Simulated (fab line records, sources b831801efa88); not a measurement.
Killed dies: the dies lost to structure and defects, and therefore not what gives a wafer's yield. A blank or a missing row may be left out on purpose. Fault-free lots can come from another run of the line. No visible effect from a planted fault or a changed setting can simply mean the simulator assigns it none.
fab line records / flow sky130
[record] lots = 4 wafers = 12 lastDay = 50
route steps=708 shown VIA3@593 METAL4@598 CAP2M@603 PAD_OPEN@708
lots that met no fault: taken from a fault-free run of the same line
startH: the number of hours between the record's first day and the start of the first shown wafer of the lot / waitH: hours elapsed since this lot's preceding step / " identical to the entry in the row above / L1.1+2: a row that stands for several wafers / - value missing, or start not given / * or withheld: withheld / < > ~ a bound
route shown NAME@n: a module of which the file shows steps, and the number in the route of the first / usual: mean/standard deviation of fault-free wafers / same: alike in all rows / chamber/n: place in a boat / sites: per-site readings / _std_site: the values' standard deviation / _edge_site: outer sites' mean less inner sites' / radiusMm: how far each site lies from the wafer's centre / mask NAME#n: copy n / behind: the tool/chamber that last shaped the wafer / hold: cause of the lot's hold/its duration in hours/its outcome / device: names the non-switching transistor (n, p or np) / end of line: tests run on the same wafers once the route is complete / step lacking rows: just its recipe / killed: the dies lost at the first sort to structure and to defects; this is not the yield of the wafer / map: a wafer's dies, x killed, . not, _ none there
set.NAME: setting as actually run; set.NAME@STEP: the setting as run at that earlier step / model.NAME: the simulator's own value behind a step, which no gauge read
lots at selected steps of the route; one table per step, one row per wafer
services: the hour from which a tool's chamber was out of use, counted from the record's first day as startH (under 0 if before that day), plus the number of hours and why
[[steps]]
[step SKY_VIA3_SPUTTER_20]
[recipe] material = TiN targetThkNm = 20 chamberPressurePa = 5 powerW = 4000 timeS = 80
[step SKY_VIA3_CVD_21]
[recipe] material = W targetThkNm = 390 timeS = 117.31 tempC = 400 pressureTorr = 40
[step SKY_VIA3_CMP_24]
[recipe] stopOn = SiO2 tOverpolishS = 20 downForcePsi = 3.5 platenRpm = 60 targetThkNm = 0 padVelocityMS = 0.94248
[step SKY_METAL4_SPUTTER_00]
[recipe] material = Ti targetThkNm = 15 powerW = 3000 timeS = 10 chamberPressurePa = 0.4
[step SKY_METAL4_SPUTTER_01]
[recipe] material = TiN targetThkNm = 20 powerW = 6500 timeS = 16.7 chamberPressurePa = 0.4
[step SKY_METAL4_SPUTTER_02]
[recipe] material = AlCu targetThkNm = 735 powerW = 10600 timeS = 39.1 chamberPressurePa = 0.4
[step SKY_METAL4_SPUTTER_03]
[recipe] material = Ti targetThkNm = 5 powerW = 3000 timeS = 3.3 chamberPressurePa = 0.4
[step SKY_METAL4_SPUTTER_04]
[recipe] material = TiN targetThkNm = 70 powerW = 6500 timeS = 58.3 chamberPressurePa = 0.4
[step SKY_CAP2M_CVD_00]
[recipe] material = SiO2 targetThkNm = 15.5 tempC = 400 timeS = withheld rfW = 450
[step SKY_CAP2M_SPUTTER_02]
[recipe] material = TiN targetThkNm = 200 tempC = 300 powerW = 6500 timeS = 166.7 chamberPressurePa = 0.4
[usual] chamberPressurePa = 0.4000/0.00085 throttleValvePct = 30.2/0.87
lot.wafer=L818.1 tool=pvdSputter-01 chamber=- startH=965.61 waitH=0.1 chamberPressurePa=0.4007 throttleValvePct=29.3 model.TiN_of_CAP2M_SPUTTER_02.thkNm=200.9
lot.wafer=L818.5 tool=pvdSputter-01 chamber=- startH=965.61 waitH=0.1 chamberPressurePa=0.3994 throttleValvePct=29.4 model.TiN_of_CAP2M_SPUTTER_02.thkNm=202.1
lot.wafer=L818.6 tool=pvdSputter-01 chamber=- startH=965.61 waitH=0.1 chamberPressurePa=0.4017 throttleValvePct=30.1 model.TiN_of_CAP2M_SPUTTER_02.thkNm=200.3
lot.wafer=L827.2 tool=pvdSputter-01 chamber=- startH=1025.45 waitH=0.0 chamberPressurePa=0.4000 throttleValvePct=30.7 model.TiN_of_CAP2M_SPUTTER_02.thkNm=199.1
lot.wafer=L827.3 tool=pvdSputter-01 chamber=- startH=1025.45 waitH=0.0 chamberPressurePa=0.4715 throttleValvePct=27.6 model.TiN_of_CAP2M_SPUTTER_02.thkNm=193.5
lot.wafer=L827.5 tool=pvdSputter-01 chamber=- startH=1025.45 waitH=0.0 chamberPressurePa=0.3997 throttleValvePct=30.4 model.TiN_of_CAP2M_SPUTTER_02.thkNm=198.4
lot.wafer=L828.3 tool=pvdSputter-01 chamber=- startH=1036.26 waitH=0.0 chamberPressurePa=0.3998 throttleValvePct=29.3 model.TiN_of_CAP2M_SPUTTER_02.thkNm=201.3
lot.wafer=L828.5 tool=pvdSputter-01 chamber=- startH=1036.26 waitH=0.0 chamberPressurePa=0.4728 throttleValvePct=27.4 model.TiN_of_CAP2M_SPUTTER_02.thkNm=196.6
lot.wafer=L828.6 tool=pvdSputter-01 chamber=- startH=1036.26 waitH=0.0 chamberPressurePa=0.4002 throttleValvePct=30.5 model.TiN_of_CAP2M_SPUTTER_02.thkNm=200.9
lot.wafer=L832.1 tool=pvdSputter-02 chamber=- startH=1069.05 waitH=0.1 chamberPressurePa=0.4004 throttleValvePct=31.0 model.TiN_of_CAP2M_SPUTTER_02.thkNm=202.3
lot.wafer=L832.2 tool=pvdSputter-02 chamber=- startH=1069.05 waitH=0.1 chamberPressurePa=0.4008 throttleValvePct=30.2 model.TiN_of_CAP2M_SPUTTER_02.thkNm=202.5
lot.wafer=L832.3 tool=pvdSputter-02 chamber=- startH=1069.05 waitH=0.1 chamberPressurePa=0.4015 throttleValvePct=29.5 model.TiN_of_CAP2M_SPUTTER_02.thkNm=201.7
[step SKY_CAP2M_RS_MEAS_03]
[recipe] thkMeasGauge = four-point-probe reads = TiN_of_CAP2M_SPUTTER_02
[usual] CAP2M_TIN_RS = 6.91/0.065
lot.wafer=L818.1 tool=filmMetro-04 chamber=- startH=965.72 waitH=0.1 CAP2M_TIN_RS[ohm/sq]=6.89
lot.wafer=L818.5 tool=filmMetro-04 chamber=- startH=965.72 waitH=0.1 CAP2M_TIN_RS[ohm/sq]=6.85
lot.wafer=L818.6 tool=filmMetro-04 chamber=- startH=965.72 waitH=0.1 CAP2M_TIN_RS[ohm/sq]=6.92
lot.wafer=L827.2 tool=filmMetro-04 chamber=- startH=1025.58 waitH=0.1 CAP2M_TIN_RS[ohm/sq]=6.95
lot.wafer=L827.3 tool=filmMetro-04 chamber=- startH=1025.58 waitH=0.1 CAP2M_TIN_RS[ohm/sq]=7.17
lot.wafer=L827.5 tool=filmMetro-04 chamber=- startH=1025.58 waitH=0.1 CAP2M_TIN_RS[ohm/sq]=6.96
lot.wafer=L828.3 tool=filmMetro-03 chamber=- startH=1036.41 waitH=0.1 CAP2M_TIN_RS[ohm/sq]=6.86
lot.wafer=L828.5 tool=filmMetro-03 chamber=- startH=1036.41 waitH=0.1 CAP2M_TIN_RS[ohm/sq]=7.04
lot.wafer=L828.6 tool=filmMetro-03 chamber=- startH=1036.41 waitH=0.1 CAP2M_TIN_RS[ohm/sq]=6.88
lot.wafer=L832.1 tool=filmMetro-04 chamber=- startH=1069.16 waitH=0.1 CAP2M_TIN_RS[ohm/sq]=6.86
lot.wafer=L832.2 tool=filmMetro-04 chamber=- startH=1069.16 waitH=0.1 CAP2M_TIN_RS[ohm/sq]=6.83
lot.wafer=L832.3 tool=filmMetro-04 chamber=- startH=1069.16 waitH=0.1 CAP2M_TIN_RS[ohm/sq]=6.87
[step SKY_CAP2M_DEHYDRATE_05]
[recipe] tempC = 200 timeS = 60
[step SKY_CAP2M_HMDS_06]
[recipe] primeTimeS = 60 primeTempC = 120
[step SKY_CAP2M_COAT_07]
[recipe] resist = NOVOLAK spinRpm = 3000 resistThkNm = 1140
[step SKY_CAP2M_SOFTBAKE_08]
[recipe] tempC = 90 timeS = 60 resist = NOVOLAK
[step SKY_CAP2M_EXPOSE_09]
[recipe] maskId = CAP2M na = 0.6 sourceShape = conventional sigmaOuter = 0.6 polarization = unpolarized targetCdNm = 1000 doseMj = 159
[step SKY_CAP2M_PEB_10]
[recipe] tempC = withheld timeS = * resist = NOVOLAK
[step SKY_CAP2M_DEVELOP_11]
[recipe] resist = NOVOLAK developer = TMAH developTimeS = 60 devTempC = 23
[step SKY_CAP2M_METAL_ETCH_13]
[recipe] targetDepthNm = 220 stopOn = SiO2 chemistry = Cl2/BCl3 target = TiN pressureMtorr = 10 icpW = 900 biasW = 48.5 Cl2_flow_sccm = 60 bcl3FlowSccm = 30 timeS = 62.9
[usual] drypumpMotorCurrentA = 5.5/0.39 oesProductAu = 0.942/0.0072 throttleValvePct = 21.902/0.0095
lot.wafer=L818.1 tool=rieMetal-02 chamber=0 startH=989.00 waitH=0.0 drypumpMotorCurrentA=5.7 oesProductAu=0.944 rfHoursCounterH=3 throttleValvePct=21.890 model.etch.depthNm=200.9 model.CAP2M.featureDepthNm=200.9
lot.wafer=L818.5 tool=rieMetal-02 chamber=0 startH=989.00 waitH=0.0 drypumpMotorCurrentA=5.7 oesProductAu=0.944 rfHoursCounterH=- throttleValvePct=21.900 model.etch.depthNm=202.1 model.CAP2M.featureDepthNm=202.1
lot.wafer=L818.6 tool=rieMetal-02 chamber=1 startH=989.00 waitH=0.0 drypumpMotorCurrentA=5.3 oesProductAu=0.946 rfHoursCounterH=- throttleValvePct=21.915 model.etch.depthNm=200.3 model.CAP2M.featureDepthNm=200.3
lot.wafer=L827.2 tool=rieMetal-04 chamber=1 startH=1048.00 waitH=0.0 drypumpMotorCurrentA=5.1 oesProductAu=0.939 rfHoursCounterH=20 throttleValvePct=21.892 model.etch.depthNm=199.1 model.CAP2M.featureDepthNm=199.1
lot.wafer=L827.3 tool=rieMetal-04 chamber=1 startH=1048.00 waitH=0.0 drypumpMotorCurrentA=5.1 oesProductAu=0.919 rfHoursCounterH=- throttleValvePct=21.908 model.etch.depthNm=193.5 model.CAP2M.featureDepthNm=193.5
lot.wafer=L827.5 tool=rieMetal-04 chamber=1 startH=1048.00 waitH=0.0 drypumpMotorCurrentA=5.1 oesProductAu=0.937 rfHoursCounterH=- throttleValvePct=21.897 model.etch.depthNm=198.4 model.CAP2M.featureDepthNm=198.4
lot.wafer=L828.3 tool=rieMetal-04 chamber=0 startH=1058.14 waitH=0.0 drypumpMotorCurrentA=6.3 oesProductAu=0.955 rfHoursCounterH=- throttleValvePct=21.891 model.etch.depthNm=201.3 model.CAP2M.featureDepthNm=201.3
lot.wafer=L828.5 tool=rieMetal-04 chamber=1 startH=1058.14 waitH=0.0 drypumpMotorCurrentA=5.1 oesProductAu=0.927 rfHoursCounterH=- throttleValvePct=21.912 model.etch.depthNm=196.6 model.CAP2M.featureDepthNm=196.6
lot.wafer=L828.6 tool=rieMetal-04 chamber=0 startH=1058.14 waitH=0.0 drypumpMotorCurrentA=6.3 oesProductAu=0.947 rfHoursCounterH=- throttleValvePct=21.906 model.etch.depthNm=200.9 model.CAP2M.featureDepthNm=200.9
lot.wafer=L832.1 tool=rieMetal-01 chamber=1 startH=1089.26 waitH=0.0 drypumpMotorCurrentA=5.6 oesProductAu=0.942 rfHoursCounterH=14 throttleValvePct=21.891 model.etch.depthNm=202.3 model.CAP2M.featureDepthNm=202.3
lot.wafer=L832.2 tool=rieMetal-01 chamber=1 startH=1089.26 waitH=0.0 drypumpMotorCurrentA=5.6 oesProductAu=0.946 rfHoursCounterH=- throttleValvePct=21.911 model.etch.depthNm=202.5 model.CAP2M.featureDepthNm=202.5
lot.wafer=L832.3 tool=rieMetal-01 chamber=1 startH=1089.26 waitH=0.0 drypumpMotorCurrentA=5.6 oesProductAu=0.942 rfHoursCounterH=- throttleValvePct=21.900 model.etch.depthNm=201.7 model.CAP2M.featureDepthNm=201.7
[step SKY_CAP2M_STRIP_14]
[recipe] chemistry = O2/N2 powerW = 1400 pressureMtorr = 1500 platenTempC = withheld o2FlowSccm = 3000 n2FlowSccm = 300 overashFraction = 0.5
[step SKY_CAP2M_STRIP_15]
[recipe] chemistry = postEtchResidueRemover timeS = 1200 tempC = 72.5
[step SKY_CAP2M_CLEAN_16]
[recipe] chemistry = IPA timeS = 180 tempC = 25
[step SKY_CAP2M_CLEAN_17]
[recipe] chemistry = O3/DIW dry = n2Spin
[step SKY_METAL4_DEHYDRATE_05]
[recipe] tempC = 200 timeS = 60
[step SKY_METAL4_HMDS_06]
[recipe] primeTimeS = 60 primeTempC = 120
[step SKY_METAL4_COAT_07]
[recipe] resist = BARC tempC = withheld timeS = withheld spinRpm = 3000 resistThkNm = 60
[step SKY_METAL4_COAT_08]
[recipe] resist = KrF-thick spinRpm = 3000 resistThkNm = 1140
[step SKY_METAL4_SOFTBAKE_09]
[recipe] tempC = 100 timeS = 90 resist = KrF-thick
[step SKY_METAL4_EXPOSE_10]
[recipe] maskId = MM4 na = 0.68 sourceShape = annular sigmaInner = 0.4 sigmaOuter = 0.8 targetCdNm = 300 doseMj = 28
[step SKY_METAL4_PEB_11]
[recipe] pebTempC = withheld pebTimeS = withheld resist = KrF-thick
[step SKY_METAL4_DEVELOP_12]
[recipe] developTimeS = 60 resist = KrF-thick devTempC = 21
[step SKY_METAL4_DESCUM_15]
[recipe] chemistry = O2 sourcePowerW = 150 biasPowerW = 0 pressureMtorr = 10 tempC = 40 timeS = 8
[step SKY_METAL4_ETCH_16]
[recipe] chemistry = N2/H2 target = BARC ionEnergyEv = 200 biasW = 100 pressureMtorr = 30 n2FlowSccm = 100 h2FlowSccm = 200 icpW = 500 stopOn = SiO2 timeS = 88.2 targetDepthA = 600
[step SKY_METAL4_ETCH_17]
[recipe] target = SiO2 stopOn = TiN chemistry = C4F8/O2/Ar sourceW = 1500 biasW = 1200 pressureMtorr = 40 c4f8FlowSccm = withheld O2_flow_sccm = 6 Ar_flow_sccm = 300 timeS = 3.9 targetDepthA = 150
[step SKY_METAL4_METAL_ETCH_18]
[recipe] targetDepthA = 8450 stopOn = SiO2 overEtchFrac = 0.3 timeS = 183.1 chemistry = Cl2/BCl3 resistSidewallDeg = 88 pressureMtorr = 10 icpW = 900 biasW = 48.5 Cl2_flow_sccm = 60 bcl3FlowSccm = 30
[step SKY_METAL4_STRIP_20]
[recipe] chemistry = postEtchResidueRemover timeS = 1200 tempC = 72.5
[usual] tempC = 72.50/0.12
lot.wafer=L818.1 tool=wetBench-04 chamber=1 startH=1013.27 waitH=0.1 tempC=72.53 model.TiN_of_CAP2M_SPUTTER_02.thkNm=200.1
lot.wafer=L818.5 tool=wetBench-04 chamber=1 startH=1013.27 waitH=0.1 tempC=72.53 model.TiN_of_CAP2M_SPUTTER_02.thkNm=201.3
lot.wafer=L818.6 tool=wetBench-04 chamber=1 startH=1013.27 waitH=0.1 tempC=72.54 model.TiN_of_CAP2M_SPUTTER_02.thkNm=199.4
lot.wafer=L827.2 tool=wetBench-04 chamber=3 startH=1071.24 waitH=0.1 tempC=72.58 model.TiN_of_CAP2M_SPUTTER_02.thkNm=198.2
lot.wafer=L827.3 tool=wetBench-04 chamber=3 startH=1071.24 waitH=0.1 tempC=72.62 model.TiN_of_CAP2M_SPUTTER_02.thkNm=192.7
lot.wafer=L827.5 tool=wetBench-04 chamber=3 startH=1071.24 waitH=0.1 tempC=72.48 model.TiN_of_CAP2M_SPUTTER_02.thkNm=197.6
lot.wafer=L828.3 tool=wetBench-01 chamber=2 startH=1079.33 waitH=0.0 tempC=72.34 model.TiN_of_CAP2M_SPUTTER_02.thkNm=200.5
lot.wafer=L828.5 tool=wetBench-01 chamber=2 startH=1079.33 waitH=0.0 tempC=72.49 model.TiN_of_CAP2M_SPUTTER_02.thkNm=195.7
lot.wafer=L828.6 tool=wetBench-01 chamber=2 startH=1079.33 waitH=0.0 tempC=72.35 model.TiN_of_CAP2M_SPUTTER_02.thkNm=200
lot.wafer=L832.1 tool=wetBench-04 chamber=2 startH=1110.36 waitH=0.1 tempC=72.40 model.TiN_of_CAP2M_SPUTTER_02.thkNm=201.4
lot.wafer=L832.2 tool=wetBench-04 chamber=2 startH=1110.36 waitH=0.1 tempC=72.39 model.TiN_of_CAP2M_SPUTTER_02.thkNm=201.7
lot.wafer=L832.3 tool=wetBench-04 chamber=2 startH=1110.36 waitH=0.1 tempC=72.24 model.TiN_of_CAP2M_SPUTTER_02.thkNm=200.9
[step SKY_PAD_OPEN_PROBE_99]
[usual] defectLimitedYield = 82.3/2 killed_at_M0_to_M3 = 43/6.7 killed_at_M4_up = 3.0/1.9 killedAtContacts = 25/5.4 killedAtFrontEnd = 16/4.5 killedAtOther = 0.4/0.62 killedDies = 87/9.6 killedOpen = 47/7 killedShort = 39/6.1 sort_bin_3_pad_short = 0.9/0.43 sort_bin_5_function = 10.4/1.6 sort_bin_6_memory = 6.3/0.99 sortNPass = 405/9.6 sortYieldPct = 82.3/2
[same] grossDies = 492 killedAtBackSide = 0 sort_bin_4_leakage[%] = 0 sort_bin_8_speed[%] = 0
lot.wafer=L818.1 tool=prober-02 chamber=- startH=1104.36 waitH=0.1 defectLimitedYield[%]=82.5 killed_at_M0_to_M3=41 killed_at_M4_up=3 killedAtContacts=24 killedAtFrontEnd=16 killedAtOther=2 killedDies=86 killedOpen=44 killedShort=41 sort_bin_3_pad_short[%]=1.0 sort_bin_5_function[%]=10.2 sort_bin_6_memory[%]=6.3 sortNPass=406 sortYieldPct[%]=82.5 model.etest.capMim2.plateOhmSq=6.01
lot.wafer=L818.5 tool=prober-02 chamber=- startH=1104.56 waitH=0.2 defectLimitedYield[%]=80.3 killed_at_M0_to_M3=50 killed_at_M4_up=1 killedAtContacts=29 killedAtFrontEnd=16 killedAtOther=1 killedDies=97 killedOpen=54 killedShort=42 sort_bin_3_pad_short[%]=1.8 sort_bin_5_function[%]=13.0 sort_bin_6_memory[%]=4.9 sortNPass=395 sortYieldPct[%]=80.3 model.etest.capMim2.plateOhmSq=6.016
lot.wafer=L818.6 tool=prober-02 chamber=- startH=1104.61 waitH=0.2 defectLimitedYield[%]=84.8 killed_at_M0_to_M3=43 killed_at_M4_up=1 killedAtContacts=16 killedAtFrontEnd=13 killedAtOther=2 killedDies=75 killedOpen=45 killedShort=30 sort_bin_3_pad_short[%]=0.6 sort_bin_5_function[%]=9.6 sort_bin_6_memory[%]=5.1 sortNPass=417 sortYieldPct[%]=84.8 model.etest.capMim2.plateOhmSq=5.969
lot.wafer=L827.2 tool=prober-01 chamber=- startH=1155.99 waitH=0.1 defectLimitedYield[%]=80.9 killed_at_M0_to_M3=36 killed_at_M4_up=7 killedAtContacts=25 killedAtFrontEnd=26 killedAtOther=0 killedDies=94 killedOpen=47 killedShort=47 sort_bin_3_pad_short[%]=0.8 sort_bin_5_function[%]=11.6 sort_bin_6_memory[%]=6.7 sortNPass=398 sortYieldPct[%]=80.9 model.etest.capMim2.plateOhmSq=6.126
lot.wafer=L827.3 tool=prober-01 chamber=- startH=1156.04 waitH=0.2 defectLimitedYield[%]=83.9 killed_at_M0_to_M3=45 killed_at_M4_up=0 killedAtContacts=25 killedAtFrontEnd=9 killedAtOther=0 killedDies=79 killedOpen=44 killedShort=35 sort_bin_3_pad_short[%]=0.6 sort_bin_5_function[%]=8.7 sort_bin_6_memory[%]=6.7 sortNPass=413 sortYieldPct[%]=83.9 model.etest.capMim2.plateOhmSq=6.191
lot.wafer=L827.5 tool=prober-01 chamber=- startH=1156.14 waitH=0.2 defectLimitedYield[%]=83.5 killed_at_M0_to_M3=38 killed_at_M4_up=2 killedAtContacts=29 killedAtFrontEnd=12 killedAtOther=0 killedDies=81 killedOpen=40 killedShort=41 sort_bin_3_pad_short[%]=1.2 sort_bin_5_function[%]=10.2 sort_bin_6_memory[%]=5.1 sortNPass=411 sortYieldPct[%]=83.5 model.etest.capMim2.plateOhmSq=6.021
lot.wafer=L828.3 tool=prober-02 chamber=- startH=1161.41 waitH=0.2 defectLimitedYield[%]=81.3 killed_at_M0_to_M3=49 killed_at_M4_up=2 killedAtContacts=27 killedAtFrontEnd=14 killedAtOther=0 killedDies=92 killedOpen=59 killedShort=33 sort_bin_3_pad_short[%]=0.6 sort_bin_5_function[%]=10.8 sort_bin_6_memory[%]=7.3 sortNPass=400 sortYieldPct[%]=81.3 model.etest.capMim2.plateOhmSq=5.953
lot.wafer=L828.5 tool=prober-02 chamber=- startH=1161.51 waitH=0.2 defectLimitedYield[%]=83.1 killed_at_M0_to_M3=41 killed_at_M4_up=4 killedAtContacts=23 killedAtFrontEnd=15 killedAtOther=0 killedDies=83 killedOpen=47 killedShort=35 sort_bin_3_pad_short[%]=1.4 sort_bin_5_function[%]=9.6 sort_bin_6_memory[%]=5.9 sortNPass=409 sortYieldPct[%]=83.1 model.etest.capMim2.plateOhmSq=6.112
lot.wafer=L828.6 tool=prober-02 chamber=- startH=1161.56 waitH=0.2 defectLimitedYield[%]=83.3 killed_at_M0_to_M3=35 killed_at_M4_up=2 killedAtContacts=28 killedAtFrontEnd=15 killedAtOther=2 killedDies=82 killedOpen=50 killedShort=32 sort_bin_3_pad_short[%]=0.8 sort_bin_5_function[%]=10.6 sort_bin_6_memory[%]=5.3 sortNPass=410 sortYieldPct[%]=83.3 model.etest.capMim2.plateOhmSq=6.002
lot.wafer=L832.1 tool=prober-01 chamber=- startH=1189.61 waitH=0.1 defectLimitedYield[%]=80.3 killed_at_M0_to_M3=44 killed_at_M4_up=4 killedAtContacts=34 killedAtFrontEnd=15 killedAtOther=0 killedDies=97 killedOpen=52 killedShort=44 sort_bin_3_pad_short[%]=0.8 sort_bin_5_function[%]=11.6 sort_bin_6_memory[%]=7.3 sortNPass=395 sortYieldPct[%]=80.3 model.etest.capMim2.plateOhmSq=5.906
lot.wafer=L832.2 tool=prober-01 chamber=- startH=1189.66 waitH=0.1 defectLimitedYield[%]=83.7 killed_at_M0_to_M3=42 killed_at_M4_up=3 killedAtContacts=28 killedAtFrontEnd=7 killedAtOther=0 killedDies=80 killedOpen=37 killedShort=43 sort_bin_3_pad_short[%]=1.2 sort_bin_5_function[%]=9.1 sort_bin_6_memory[%]=5.9 sortNPass=412 sortYieldPct[%]=83.7 model.etest.capMim2.plateOhmSq=5.872
lot.wafer=L832.3 tool=prober-01 chamber=- startH=1189.71 waitH=0.2 defectLimitedYield[%]=81.3 killed_at_M0_to_M3=38 killed_at_M4_up=4 killedAtContacts=33 killedAtFrontEnd=16 killedAtOther=1 killedDies=92 killedOpen=48 killedShort=44 sort_bin_3_pad_short[%]=1.6 sort_bin_5_function[%]=10.2 sort_bin_6_memory[%]=6.9 sortNPass=400 sortYieldPct[%]=81.3 model.etest.capMim2.plateOhmSq=5.936
// killed by level:class
L818.1 VIA1:geometricParticle:open=10 LOCAL_INTERCONNECT:geometricParticle:short=6 CONTACT:geometricParticle:open=6 CONTACT:geometricParticle:short=6 VIA2:geometricParticle:open=6 LI_CONTACT:geometricParticle:open=5 VIA3:geometricParticle:open=5 VIA1:geometricParticle:short=5
L818.5 VIA1:geometricParticle:open=12 CONTACT:geometricParticle:open=8 VIA3:geometricParticle:open=8 LOCAL_INTERCONNECT:geometricParticle:short=7 VIA1:geometricParticle:short=5 METAL2:geometricParticle:short=5 LI_CONTACT:geometricParticle:short=4 LI_CONTACT:geometricParticle:open=4
L818.6 VIA1:geometricParticle:open=12 VIA3:geometricParticle:open=7 VIA2:geometricParticle:open=6 FIELD_ISO:geometricParticle:open=5 LOCAL_INTERCONNECT:geometricParticle:short=5 VIA1:geometricParticle:short=5 LI_CONTACT:geometricParticle:open=4 CONTACT:geometricParticle:open=4
L827.2 CONTACT:geometricParticle:open=9 FIELD_ISO:geometricParticle:short=8 METAL4:geometricParticle:short=7 VIA3:geometricParticle:open=7 POLY_GATE:geometricParticle:open=6 POLY_GATE:geometricParticle:short=6 VIA1:geometricParticle:open=6 METAL2:geometricParticle:short=5
L827.3 LI_CONTACT:geometricParticle:open=12 VIA3:geometricParticle:open=10 VIA1:geometricParticle:short=9 VIA2:geometricParticle:open=6 VIA1:geometricParticle:open=5 METAL2:geometricParticle:short=5 METAL1:geometricParticle:short=5 CONTACT:geometricParticle:open=4
L827.5 CONTACT:geometricParticle:open=8 CONTACT:geometricParticle:short=7 VIA3:geometricParticle:open=7 LI_CONTACT:geometricParticle:open=6 LI_CONTACT:geometricParticle:short=5 VIA1:geometricParticle:open=5 VIA2:geometricParticle:short=4 VIA3:geometricParticle:short=4
L828.3 CONTACT:geometricParticle:open=15 VIA1:geometricParticle:open=12 VIA2:geometricParticle:open=11 METAL1:geometricParticle:short=5 METAL2:geometricParticle:short=5 FIELD_ISO:geometricParticle:open=4 FIELD_ISO:geometricParticle:short=4 LI_CONTACT:geometricParticle:open=4
L828.5 VIA1:geometricParticle:open=14 CONTACT:geometricParticle:open=10 CONTACT:geometricParticle:short=6 VIA2:geometricParticle:open=6 METAL2:geometricParticle:short=6 FIELD_ISO:geometricParticle:open=5 POLY_GATE:geometricParticle:open=4 METAL1:geometricParticle:short=4
L828.6 VIA1:geometricParticle:open=13 CONTACT:geometricParticle:open=10 FIELD_ISO:geometricParticle:short=7 LOCAL_INTERCONNECT:geometricParticle:short=7 LI_CONTACT:geometricParticle:open=5 METAL2:geometricParticle:short=5 VIA3:geometricParticle:open=5 FIELD_ISO:geometricParticle:open=3
L832.1 CONTACT:geometricParticle:open=12 VIA1:geometricParticle:open=9 VIA3:geometricParticle:open=9 LI_CONTACT:geometricParticle:open=7 LOCAL_INTERCONNECT:geometricParticle:short=7 METAL1:geometricParticle:short=5 LI_CONTACT:geometricParticle:short=4 CONTACT:geometricParticle:short=4
L832.2 VIA1:geometricParticle:open=10 METAL2:geometricParticle:short=7 LI_CONTACT:geometricParticle:open=7 CONTACT:geometricParticle:short=6 METAL1:geometricParticle:short=6 VIA2:geometricParticle:open=6 LI_CONTACT:geometricParticle:short=5 LOCAL_INTERCONNECT:geometricParticle:short=5
L832.3 CONTACT:geometricParticle:open=12 VIA1:geometricParticle:open=10 CONTACT:geometricParticle:short=8 FIELD_ISO:geometricParticle:open=5 LI_CONTACT:geometricParticle:open=5 FIELD_ISO:geometricParticle:short=5 VIA2:geometricParticle:short=5 METAL2:geometricParticle:short=4
[[services]]
tool=pvdSputter-02 chamber=- startH=945.60 hours=2.5 kind=repair
tool=rieMetal-01 chamber=- startH=953.63 hours=0.3 kind=repair
tool=pvdSputter-02 chamber=- startH=956.78 hours=1.8 kind=repair
tool=pvdSputter-02 chamber=- startH=971.94 hours=0.6 kind=repair
tool=rieMetal-02 chamber=- startH=1002.45 hours=1.4 kind=pm
tool=rieMetal-04 chamber=0 startH=1002.78 hours=- kind=clean
tool=rieMetal-04 chamber=0 startH=1002.78 hours=22.0 kind=scheduledDown
tool=rieMetal-04 chamber=0 startH=1002.78 hours=22.0 kind=ventCycle
tool=rieMetal-04 chamber=- startH=1016.54 hours=0.5 kind=repair
tool=pvdSputter-02 chamber=- startH=1018.62 hours=7.8 kind=repair
tool=pvdSputter-01 chamber=0 startH=1033.53 hours=- kind=consumableReplace:kit
tool=pvdSputter-01 chamber=0 startH=1033.53 hours=18.0 kind=scheduledDown
tool=pvdSputter-01 chamber=0 startH=1033.53 hours=18.0 kind=ventCycle
tool=rieMetal-01 chamber=- startH=1045.64 hours=4.3 kind=pm
tool=rieMetal-01 chamber=0 startH=1060.97 hours=- kind=clean
tool=rieMetal-01 chamber=0 startH=1060.97 hours=37.1 kind=scheduledDown
tool=rieMetal-01 chamber=0 startH=1060.97 hours=37.1 kind=ventCycle
tool=pvdSputter-02 chamber=0 startH=1100.19 hours=- kind=consumableReplace:kit
tool=pvdSputter-02 chamber=0 startH=1100.19 hours=18.0 kind=scheduledDown
tool=pvdSputter-02 chamber=0 startH=1100.19 hours=18.0 kind=ventCycle
[[key]]
[firstSign] step = SKY_CAP2M_SPUTTER_02 reading = chamberPressurePa direction = up sigmas = 85 usual = 0.4000 struck = 0.4721
[effect] step = SKY_CAP2M_SPUTTER_02 reading = throttleValvePct direction = down sigmas = 3.1 usual = 30.2 struck = 27.5
[effect] step = SKY_CAP2M_RS_MEAS_03 reading = CAP2M_TIN_RS direction = up sigmas = 2.9 usual = 6.91 struck = 7.10
[modelEffect] step = SKY_CAP2M_SPUTTER_02 value = TiN_of_CAP2M_SPUTTER_02.thkNm without = 200.3 struck = 195
[modelEffect] step = SKY_CAP2M_METAL_ETCH_13 value = etch.depthNm without = 200.3 struck = 195
[modelEffect] step = SKY_METAL4_STRIP_20 value = TiN_of_CAP2M_SPUTTER_02.thkNm without = 199.4 struck = 194.2
[modelEffect] step = SKY_PAD_OPEN_PROBE_99 value = etest.capMim2.plateOhmSq without = 5.99 struck = 6.151
metAt SKY_CAP2M_SPUTTER_02
struckWafers L827.3,L828.5
onsetBetween 965.61 1025.45
[fault] kind = processParameterDrift tool = pvdSputter-01 chamber = - onsetH = 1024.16 steps = SKY_CAP2M_SPUTTER_02 channel = chamberPressurePa offset = 0.072272 shape = step endH = 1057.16 actsIn = theseRecipesOnly stated = 0.4 scope = struckWafersOnly
